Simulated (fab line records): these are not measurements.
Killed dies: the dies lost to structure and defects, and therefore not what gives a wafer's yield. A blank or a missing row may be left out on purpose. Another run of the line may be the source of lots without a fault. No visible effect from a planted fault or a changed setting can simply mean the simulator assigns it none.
fab line records | flow gf180mcu
[record] lots = 6 | wafers = 18 | lastDay = 34
route steps=602 shown HV_LDD@199
lots that met no fault: from a run of the same line without faults
startH: start of the lot's first displayed wafer, in hours after the record's first day | waitH: how many hours have passed since the lot's step before this one | " as in the row above | L1.1+2: one row covering several wafers at once | - no value, or no start given | * or withheld: withheld | < > ~ a bound
route shown NAME@n: NAME is a module with steps in the file, n the number in the route of the first one | usual: the fault-free wafers' mean and standard deviation | same: alike in all rows | chamber/n: place in a boat | sites: readings site by site | _std_site: the standard deviation of these | _edge_site: outer sites' mean less inner sites' | radiusMm: how far each site lies from the wafer's centre | mask NAME#n: copy n | behind: tool/chamber where the wafer was last shaped | hold: reason for holding the lot/hours on hold/outcome of the hold | device: which transistor (n, p or np) failed to switch | end of line: tests run on the same wafers once the route is complete | where a step has no rows: the recipe by itself | killed: count of dies lost to structure and defects at first sort (not the wafer's yield) | map: a wafer's dies, x killed, . not, _ none there
set.NAME: the setting that was run; set.NAME@STEP: the one run at that earlier step | model.NAME: the simulator's own value behind a step, which no gauge read
lots seen at some steps along the route; tables by step, rows by wafer
services: the hour from which a tool's chamber was out of use, counted from the record's first day as startH (under 0 if before that day), plus the number of hours and why
[[steps]]
[step GF_HV_LDD_TW_MEAS_23]
[usual] HV_LDD_2_TW = 1041/9.3
lot.wafer | tool         | chamber | startH | waitH | HV_LDD_2_TW
L865.2    | filmMetro-04 | -       | 253.92 | 0.1   | 1033
L865.3    | "            | -       | "      | "     | 1029
L865.4    | "            | -       | "      | "     | 1031
L869.2    | filmMetro-03 | -       | 288.77 | 0.1   | 1047
L869.4    | "            | -       | "      | "     | 1051
L869.5    | "            | -       | "      | "     | 1052
L873.3    | filmMetro-02 | -       | 315.58 | 0.1   | 1052
L873.5    | "            | -       | "      | "     | 1042
L873.6    | "            | -       | "      | "     | 1041
L875.2    | filmMetro-02 | -       | 336.77 | 0.1   | 1054
L875.3    | "            | -       | "      | "     | 1053
L875.4    | "            | -       | "      | "     | 1050
L881.1    | filmMetro-04 | -       | 372.26 | 0.1   | 1038
L881.3    | "            | -       | "      | "     | 1035
L881.5    | "            | -       | "      | "     | 1037
L885.1    | filmMetro-04 | -       | 412.91 | 0.1   | 1026
L885.3    | "            | -       | "      | "     | 1030
L885.6    | "            | -       | "      | "     | 1031
[step GF_HV_LDD_DEHYDRATE_24]
[recipe] tempC = 200 | timeS = 60
[step GF_HV_LDD_HMDS_25]
[recipe] primeTimeS = 60 | primeTempC = 120
[step GF_HV_LDD_COAT_26]
[recipe] resist = NOVOLAK | spinRpm = 3000 | resistThkNm = 1000
[step GF_HV_LDD_SOFTBAKE_27]
[recipe] tempC = 89.63 | timeS = 60 | resist = NOVOLAK
[step GF_HV_LDD_EXPOSE_28]
[recipe] maskId = Nplus_HV_AREA | targetCdNm = 400 | na = 0.6 | sourceShape = conventional | sigmaOuter = 0.6 | doseMj = 140
[step GF_HV_LDD_PEB_29]
[recipe] tempC = withheld | timeS = * | resist = NOVOLAK
[step GF_HV_LDD_DEVELOP_30]
[recipe] developTimeS = 60 | devTempC = 23
[step GF_HV_LDD_CD_MEAS_31]
[recipe] targetCdNm = 400
[usual] cdNm = 400.5/2.6
lot.wafer | tool     | chamber | startH | waitH | cdNm
L865.2    | cdSem-01 | -       | 272.68 | 0.1   | 396.2
L865.3    | "        | -       | "      | "     | 398.1
L865.4    | "        | -       | "      | "     | 395.7
L869.2    | cdSem-01 | -       | 308.48 | 0.1   | 402.4
L869.4    | "        | -       | "      | "     | 402.4
L869.5    | "        | -       | "      | "     | 401.6
L873.3    | cdSem-01 | -       | 336.35 | 0.1   | 401.2
L873.5    | "        | -       | "      | "     | 399.8
L873.6    | "        | -       | "      | "     | 400.5
L875.2    | cdSem-02 | -       | 357.88 | 0.1   | 402.0
L875.3    | "        | -       | "      | "     | 400.3
L875.4    | "        | -       | "      | "     | 400.8
L881.1    | cdSem-02 | -       | 394.56 | 0.1   | 398.9
L881.3    | "        | -       | "      | "     | 398.6
L881.5    | "        | -       | "      | "     | 398.2
L885.1    | cdSem-02 | -       | 437.00 | 0.1   | 397.2
L885.3    | "        | -       | "      | "     | 399.8
L885.6    | "        | -       | "      | "     | 400.7
[step GF_HV_LDD_OVL_MEAS_32]
[usual] HV_LDD_02_OVL = -1.3/1.3
lot.wafer | tool       | chamber | startH | waitH | HV_LDD_02_OVL[nm]
L865.2    | overlay-02 | -       | 272.78 | 0.1   | -1.3
L865.3    | "          | -       | "      | "     | -1.6
L865.4    | "          | -       | "      | "     | -1.6
L869.2    | overlay-01 | -       | 308.59 | 0.1   | 0.1
L869.4    | "          | -       | "      | "     | -2.3
L869.5    | "          | -       | "      | "     | -0.5
L873.3    | overlay-01 | -       | 336.44 | 0.1   | -1.7
L873.5    | "          | -       | "      | "     | -0.9
L873.6    | "          | -       | "      | "     | 1.1
L875.2    | overlay-02 | -       | 357.98 | 0.1   | 1.5
L875.3    | "          | -       | "      | "     | -1.9
L875.4    | "          | -       | "      | "     | 1.2
L881.1    | overlay-01 | -       | 394.68 | 0.1   | 0.4
L881.3    | "          | -       | "      | "     | -0.2
L881.5    | "          | -       | "      | "     | 0.9
L885.1    | overlay-02 | -       | 437.12 | 0.1   | 0.7
L885.3    | "          | -       | "      | "     | -1.8
L885.6    | "          | -       | "      | "     | -1.3
[step GF_HV_LDD_IMPLANT_33]
[recipe] species = P | energyKev = 60 | doseCm2 = 7.5e+12 | tiltDeg = 30 | rotationDeg = 0
[step GF_HV_LDD_IMPLANT_34]
[recipe] species = P | energyKev = 60 | doseCm2 = 7.5e+12 | tiltDeg = 30 | rotationDeg = 90
[step GF_HV_LDD_IMPLANT_35]
[recipe] species = P | energyKev = 60 | doseCm2 = 7.5e+12 | tiltDeg = 30 | rotationDeg = 180
[usual] tiltDeg = 29.999/0.02
lot.wafer | tool         | chamber | startH | waitH | tiltDeg
L865.2    | implanter-02 | 0       | 273.14 | 0.1   | 30.022
L865.3    | "            | 0       | "      | "     | 30.007
L865.4    | "            | 0       | "      | "     | 29.985
L869.2    | implanter-03 | 0       | 308.94 | 0.1   | 30.002
L869.4    | "            | 0       | "      | "     | 29.963
L869.5    | "            | 0       | "      | "     | 29.976
L873.3    | implanter-03 | 0       | 336.82 | 0.1   | 26.834
L873.5    | "            | 0       | "      | "     | 26.830
L873.6    | "            | 0       | "      | "     | 26.789
L875.2    | implanter-03 | 0       | 358.34 | 0.1   | 26.820
L875.3    | "            | 0       | "      | "     | 26.808
L875.4    | "            | 0       | "      | "     | 26.828
L881.1    | implanter-02 | 0       | 395.02 | 0.1   | 30.040
L881.3    | "            | 0       | "      | "     | 30.009
L881.5    | "            | 0       | "      | "     | 30.000
L885.1    | implanter-01 | 0       | 437.46 | 0.1   | 30.013
L885.3    | "            | 0       | "      | "     | 30.044
L885.6    | "            | 0       | "      | "     | 30.026
[step GF_HV_LDD_IMPLANT_36]
[recipe] species = P | energyKev = 60 | doseCm2 = 7.5e+12 | tiltDeg = 30 | rotationDeg = 270
[step GF_HV_LDD_STRIP_37]
[recipe] chemistry = O2/N2 | powerW = 1400 | pressureMtorr = 1500 | platenTempC = 250 | o2FlowSccm = 3000 | n2FlowSccm = 300 | overashFraction = 0.5
[usual] drypumpMotorCurrentA = 5.8/0.31 | heaterPowerW = 338/32 | oesProductAu = 0.716/0.0046 | stripTimeToEndpointS = 12.64/0.034
lot.wafer | tool           | chamber | startH | waitH | drypumpMotorCurrentA | heaterPowerW | oesProductAu | rfHoursCounterH | stripTimeToEndpointS
L865.2    | plasmaAsher-04 | 0       | 273.41 | 0.1   | 5.5                  | 314          | 0.716        | 63              | 12.64
L865.3    | "              | 1       | "      | "     | 6.3                  | 388          | 0.713        | -               | 12.66
L865.4    | "              | 0       | "      | "     | 5.5                  | 309          | 0.729        | -               | 12.64
L869.2    | plasmaAsher-01 | 0       | 309.22 | 0.1   | 5.4                  | 370          | 0.716        | 19              | 12.70
L869.4    | "              | 1       | "      | "     | 6.0                  | 309          | 0.714        | -               | 12.71
L869.5    | "              | 0       | "      | "     | 5.4                  | 371          | 0.715        | -               | 12.71
L873.3    | plasmaAsher-01 | 0       | 337.10 | 0.1   | 5.4                  | 382          | 0.713        | -               | 12.65
L873.5    | "              | 0       | "      | "     | 5.4                  | 370          | 0.710        | -               | 12.60
L873.6    | "              | 1       | "      | "     | 6.0                  | 296          | 0.709        | -               | 12.65
L875.2    | plasmaAsher-01 | 0       | 358.61 | 0.1   | 5.4                  | 361          | 0.719        | 24              | 12.62
L875.3    | "              | 1       | "      | "     | 6.0                  | 306          | 0.719        | -               | 12.65
L875.4    | "              | 0       | "      | "     | 5.4                  | 370          | 0.712        | -               | 12.64
L881.1    | plasmaAsher-04 | 1       | 395.32 | 0.1   | 6.3                  | 390          | 0.718        | 77              | 12.63
L881.3    | "              | 0       | "      | "     | 5.5                  | 316          | 0.717        | -               | 12.69
L881.5    | "              | 0       | "      | "     | 5.5                  | 315          | 0.723        | -               | 12.69
L885.1    | plasmaAsher-02 | 1       | 437.76 | 0.1   | 6.0                  | 323          | 0.715        | 73              | 12.66
L885.3    | "              | 1       | "      | "     | 6.0                  | 322          | 0.720        | -               | 12.66
L885.6    | "              | 1       | "      | "     | 6.0                  | 328          | 0.715        | -               | 12.67
[step GF_HV_LDD_TW_MEAS_38]
[usual] HV_LDD_3_TW = 1440/13
lot.wafer | tool         | chamber | startH | waitH | HV_LDD_3_TW
L865.2    | filmMetro-02 | -       | 273.52 | 0.1   | 1443
L865.3    | "            | -       | "      | "     | 1441
L865.4    | "            | -       | "      | "     | 1450
L869.2    | filmMetro-02 | -       | 309.33 | 0.1   | 1447
L869.4    | "            | -       | "      | "     | 1451
L869.5    | "            | -       | "      | "     | 1443
L873.3    | filmMetro-04 | -       | 337.19 | 0.1   | 1422
L873.5    | "            | -       | "      | "     | 1426
L873.6    | "            | -       | "      | "     | 1429
L875.2    | filmMetro-03 | -       | 358.72 | 0.1   | 1453
L875.3    | "            | -       | "      | "     | 1455
L875.4    | "            | -       | "      | "     | 1448
L881.1    | filmMetro-04 | -       | 395.42 | 0.1   | 1426
L881.3    | "            | -       | "      | "     | 1419
L881.5    | "            | -       | "      | "     | 1420
L885.1    | filmMetro-04 | -       | 437.86 | 0.1   | 1416
L885.3    | "            | -       | "      | "     | 1416
L885.6    | "            | -       | "      | "     | 1419
[step GF_HV_LDD_DEHYDRATE_39]
[recipe] tempC = 200 | timeS = 60
[step GF_HV_LDD_HMDS_40]
[recipe] primeTimeS = 60 | primeTempC = 120
[step GF_HV_LDD_COAT_41]
[recipe] resist = NOVOLAK | spinRpm = 3000 | resistThkNm = 1000
[step GF_HV_LDD_SOFTBAKE_42]
[recipe] tempC = 90 | timeS = 60 | resist = NOVOLAK
[step GF_HV_LDD_EXPOSE_43]
[recipe] maskId = Pplus_HV_AREA | targetCdNm = 400 | na = 0.6 | sourceShape = conventional | sigmaOuter = 0.6 | doseMj = 140
[step GF_HV_LDD_PEB_44]
[recipe] tempC = withheld | timeS = * | resist = NOVOLAK
[step GF_HV_LDD_DEVELOP_45]
[recipe] developTimeS = 60 | devTempC = 23
[step GF_HV_LDD_CD_MEAS_46]
[recipe] targetCdNm = 400
[usual] cdNm = 400.7/2.4
lot.wafer | tool     | chamber | startH | waitH | cdNm
L865.2    | cdSem-01 | -       | 292.63 | 0.1   | 401.3
L865.3    | "        | -       | "      | "     | 400.2
L865.4    | "        | -       | "      | "     | 400.9
L869.2    | cdSem-02 | -       | 330.48 | 0.1   | 399.8
L869.4    | "        | -       | "      | "     | 398.2
L869.5    | "        | -       | "      | "     | 399.7
L873.3    | cdSem-01 | -       | 358.20 | 0.1   | 398.8
L873.5    | "        | -       | "      | "     | 398.8
L873.6    | "        | -       | "      | "     | 402.0
L875.2    | cdSem-02 | -       | 380.73 | 0.1   | 399.5
L875.3    | "        | -       | "      | "     | 401.9
L875.4    | "        | -       | "      | "     | 403.0
L881.1    | cdSem-01 | -       | 418.20 | 0.1   | 398.1
L881.3    | "        | -       | "      | "     | 400.7
L881.5    | "        | -       | "      | "     | 402.2
L885.1    | cdSem-01 | -       | 461.76 | 0.1   | 401.8
L885.3    | "        | -       | "      | "     | 399.9
L885.6    | "        | -       | "      | "     | 398.1
[step GF_HV_LDD_OVL_MEAS_47]
[usual] HV_LDD_03_OVL = -1.1/1.2
lot.wafer | tool       | chamber | startH | waitH | HV_LDD_03_OVL[nm]
L865.2    | overlay-02 | -       | 292.74 | 0.1   | -2.2
L865.3    | "          | -       | "      | "     | -2.5
L865.4    | "          | -       | "      | "     | -0.8
L869.2    | overlay-01 | -       | 330.58 | 0.1   | -0.6
L869.4    | "          | -       | "      | "     | 0.3
L869.5    | "          | -       | "      | "     | -0.3
L873.3    | overlay-01 | -       | 358.29 | 0.1   | -1.2
L873.5    | "          | -       | "      | "     | -0.7
L873.6    | "          | -       | "      | "     | 0.2
L875.2    | overlay-01 | -       | 380.84 | 0.1   | 0.0
L875.3    | "          | -       | "      | "     | -1.4
L875.4    | "          | -       | "      | "     | 1.3
L881.1    | overlay-02 | -       | 418.32 | 0.1   | -1.9
L881.3    | "          | -       | "      | "     | -3.0
L881.5    | "          | -       | "      | "     | -2.0
L885.1    | overlay-01 | -       | 461.88 | 0.1   | -0.2
L885.3    | "          | -       | "      | "     | -1.6
L885.6    | "          | -       | "      | "     | -1.6
[step GF_HV_LDD_IMPLANT_48]
[recipe] species = B | energyKev = 25 | doseCm2 = 3e+13 | tiltDeg = 7
[step GF_HV_LDD_STRIP_49]
[recipe] chemistry = O2/N2 | powerW = 1400 | pressureMtorr = 1500 | platenTempC = 250 | o2FlowSccm = 3000 | n2FlowSccm = 300 | overashFraction = 0.5
[usual] drypumpMotorCurrentA = 5.8/0.33 | heaterPowerW = 339/32 | oesProductAu = 0.716/0.0044 | stripTimeToEndpointS = 12.62/0.039
lot.wafer | tool           | chamber | startH | waitH | drypumpMotorCurrentA | heaterPowerW | oesProductAu | rfHoursCounterH | stripTimeToEndpointS
L865.2    | plasmaAsher-04 | 1       | 292.92 | 0.1   | 6.3                  | 386          | 0.716        | 65              | 12.67
L865.3    | "              | 1       | "      | "     | 6.3                  | 378          | 0.716        | -               | 12.70
L865.4    | "              | 0       | "      | "     | 5.5                  | 310          | 0.719        | -               | 12.69
L869.2    | plasmaAsher-02 | 1       | 330.76 | 0.1   | 6.1                  | 323          | 0.711        | 60              | 12.64
L869.4    | "              | 0       | "      | "     | 5.6                  | 338          | 0.718        | -               | 12.69
L869.5    | "              | 1       | "      | "     | 6.0                  | 318          | 0.717        | -               | 12.66
L873.3    | plasmaAsher-04 | 0       | 358.49 | 0.1   | 5.5                  | 308          | 0.717        | -               | 12.58
L873.5    | "              | 0       | "      | "     | 5.5                  | 319          | 0.715        | -               | 12.59
L873.6    | "              | 1       | "      | "     | 6.3                  | 391          | 0.711        | -               | 12.60
L875.2    | plasmaAsher-02 | 1       | 381.02 | 0.1   | 6.0                  | 322          | 0.715        | 65              | 12.64
L875.3    | "              | 1       | "      | "     | 6.0                  | 314          | 0.715        | -               | 12.60
L875.4    | "              | 0       | "      | "     | 5.6                  | 329          | 0.711        | -               | 12.65
L881.1    | plasmaAsher-02 | 0       | 418.51 | 0.1   | 5.6                  | 333          | 0.715        | 70              | 12.57
L881.3    | "              | 0       | "      | "     | 5.6                  | 330          | 0.715        | -               | 12.58
L881.5    | "              | 1       | "      | "     | 6.0                  | 318          | 0.714        | -               | 12.54
L885.1    | plasmaAsher-04 | 0       | 462.06 | 0.1   | 5.5                  | 313          | 0.712        | 3               | 12.65
L885.3    | "              | 1       | "      | "     | 6.3                  | 386          | 0.707        | -               | 12.61
L885.6    | "              | 1       | "      | "     | 6.3                  | 391          | 0.720        | -               | 12.66
[step GF_HV_LDD_TW_MEAS_50]
[usual] HV_LDD_4_TW = 573/4.4
lot.wafer | tool         | chamber | startH | waitH | HV_LDD_4_TW
L865.2    | filmMetro-03 | -       | 293.03 | 0.1   | 574
L865.3    | "            | -       | "      | "     | 578
L865.4    | "            | -       | "      | "     | 576
L869.2    | filmMetro-02 | -       | 330.87 | 0.1   | 571
L869.4    | "            | -       | "      | "     | 575
L869.5    | "            | -       | "      | "     | 575
L873.3    | filmMetro-02 | -       | 358.58 | 0.1   | 578
L873.5    | "            | -       | "      | "     | 578
L873.6    | "            | -       | "      | "     | 576
L875.2    | filmMetro-04 | -       | 381.13 | 0.1   | 566
L875.3    | "            | -       | "      | "     | 565
L875.4    | "            | -       | "      | "     | 564
L881.1    | filmMetro-02 | -       | 418.61 | 0.1   | 573
L881.3    | "            | -       | "      | "     | 571
L881.5    | "            | -       | "      | "     | 573
L885.1    | filmMetro-03 | -       | 462.16 | 0.1   | 572
L885.3    | "            | -       | "      | "     | 573
L885.6    | "            | -       | "      | "     | 572
[step GF_HV_LDD_CLEAN_51]
[recipe] chemistry = SC1/SC2 | mix = 1:4:20 | tempC = 70 | timeS = 150 | dry = n2Spin
[step GF_HV_LDD_RTA_52]
[recipe] tempC = 1000 | timeS = 10 | ambient = N2
[usual] annealTempCMax = 1004.0/0.88 | lampPowerPct = 32.9/0.44 | wafer_temp_C_max = 1003.4/1.1
lot.wafer | tool         | chamber | startH | waitH | annealTempCMax | lampPowerPct | wafer_temp_C_max
L865.2    | rtpAnneal-01 | 0       | 293.14 | 0.0   | 1003.9         | 32.5         | 1004.4
L865.3    | "            | 0       | "      | "     | 1004.7         | 32.5         | 1005.0
L865.4    | "            | 0       | "      | "     | 1005.0         | 32.5         | 1004.1
L869.2    | rtpAnneal-02 | 0       | 330.99 | 0.0   | 1003.6         | 33.4         | 1003.0
L869.4    | "            | 0       | "      | "     | 1003.7         | 33.3         | 1001.5
L869.5    | "            | 0       | "      | "     | 1003.3         | 33.4         | 1001.7
L873.3    | rtpAnneal-01 | 0       | 358.69 | 0.0   | 1005.6         | 32.5         | 1004.0
L873.5    | "            | 0       | "      | "     | 1003.8         | 32.5         | 1004.4
L873.6    | "            | 0       | "      | "     | 1005.4         | 32.5         | 1004.7
L875.2    | rtpAnneal-02 | 0       | 381.24 | 0.0   | 1005.9         | 33.4         | 1003.3
L875.3    | "            | 0       | "      | "     | 1005.4         | 33.4         | 1002.4
L875.4    | "            | 0       | "      | "     | 1003.4         | 33.3         | 1003.9
L881.1    | rtpAnneal-01 | 0       | 418.72 | 0.0   | 1003.8         | 32.6         | 1004.4
L881.3    | "            | 0       | "      | "     | 1004.3         | 32.5         | 1003.9
L881.5    | "            | 0       | "      | "     | 1003.8         | 32.5         | 1002.8
L885.1    | rtpAnneal-01 | 0       | 462.27 | 0.0   | 1004.0         | 32.5         | 1005.8
L885.3    | "            | 0       | "      | "     | 1005.4         | 32.5         | 1004.7
L885.6    | "            | 0       | "      | "     | 1003.2         | 32.4         | 1004.4
[step GF_HV_LDD_RS_MEAS_53]
[recipe] thkMeasGauge = four-point-probe
[usual] HV_LDD_RS = 418.4/0.85
lot.wafer | tool         | chamber | startH | waitH | HV_LDD_RS[ohm/sq]
L865.2    | filmMetro-02 | -       | 293.21 | 0.1   | 418.6
L865.3    | "            | -       | "      | "     | 419.0
L865.4    | "            | -       | "      | "     | 418.0
L869.2    | filmMetro-03 | -       | 331.06 | 0.1   | 417.7
L869.4    | "            | -       | "      | "     | 418.6
L869.5    | "            | -       | "      | "     | 418.4
L873.3    | filmMetro-04 | -       | 358.78 | 0.1   | -
L873.5    | "            | -       | "      | "     | -
L873.6    | "            | -       | "      | "     | -
L875.2    | filmMetro-02 | -       | 381.31 | 0.1   | -
L875.3    | "            | -       | "      | "     | -
L875.4    | "            | -       | "      | "     | -
L881.1    | filmMetro-03 | -       | 418.79 | 0.1   | 417.1
L881.3    | "            | -       | "      | "     | 417.5
L881.5    | "            | -       | "      | "     | 418.4
L885.1    | filmMetro-02 | -       | 462.34 | 0.1   | 418.9
L885.3    | "            | -       | "      | "     | 418.6
L885.6    | "            | -       | "      | "     | 419.8
[step GF_HV_LDD_CVD_54]
[recipe] material = SiO2 | targetThkNm = 10 | precursor = TEOS | tempC = 680 | timeS = 75 | pressureMtorr = 400
[[services]]
tool           | chamber | startH | hours | kind
implanter-02   | -       | 274.85 | 3.3   | repair
implanter-01   | -       | 281.59 | 9.0   | pm
implanter-02   | -       | 284.44 | 1.2   | repair
implanter-01   | -       | 299.47 | 5.5   | repair
implanter-03   | -       | 323.73 | 11.6  | pm
implanter-02   | -       | 334.08 | 4.7   | pm
plasmaAsher-02 | -       | 353.05 | 1.7   | repair
implanter-02   | -       | 353.61 | 5.1   | pm
plasmaAsher-01 | -       | 384.65 | 11.0  | repair
implanter-03   | -       | 397.14 | 3.7   | pm
plasmaAsher-04 | -       | 421.25 | 9.0   | pm
plasmaAsher-04 | 0       | 421.25 | 9.0   | ventCycle
plasmaAsher-04 | 1       | 421.25 | 9.0   | ventCycle
implanter-02   | -       | 428.80 | 18.1  | pm
plasmaAsher-04 | 0       | 430.25 | -     | clean
plasmaAsher-04 | 1       | 430.25 | -     | clean
implanter-01   | -       | 446.99 | 27.8  | pm
[[key]]
[firstSign] step = GF_HV_LDD_IMPLANT_35 | reading = tiltDeg | direction = down | sigmas = 99+ | usual = 29.999 | struck = 26.818
[effect] step = GF_HV_LDD_RS_MEAS_53 | reading = HV_LDD_RS | direction = missing
metAt GF_HV_LDD_IMPLANT_35
struckWafers L873.3,L873.5,L873.6,L875.2,L875.3,L875.4
testerLeftOut L873,L875
onsetBetween 308.94 336.82
[fault] kind = processParameterDrift | tool = implanter-03 | chamber = - | onsetH = 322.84 | steps = GF_HV_LDD_IMPLANT_35 | channel = tiltDeg | offset = -3.1874 | shape = step | endH = 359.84 | actsIn = theseRecipesOnly | stated = 30
// testerLeftOut: of these lots the tester's yield and bins aren't shown, on N5 and GAA mostly nor the transistor test; their killed dies are dies lost to structure and defects alone, not to doping, threshold or leakage, so they don't give the yield
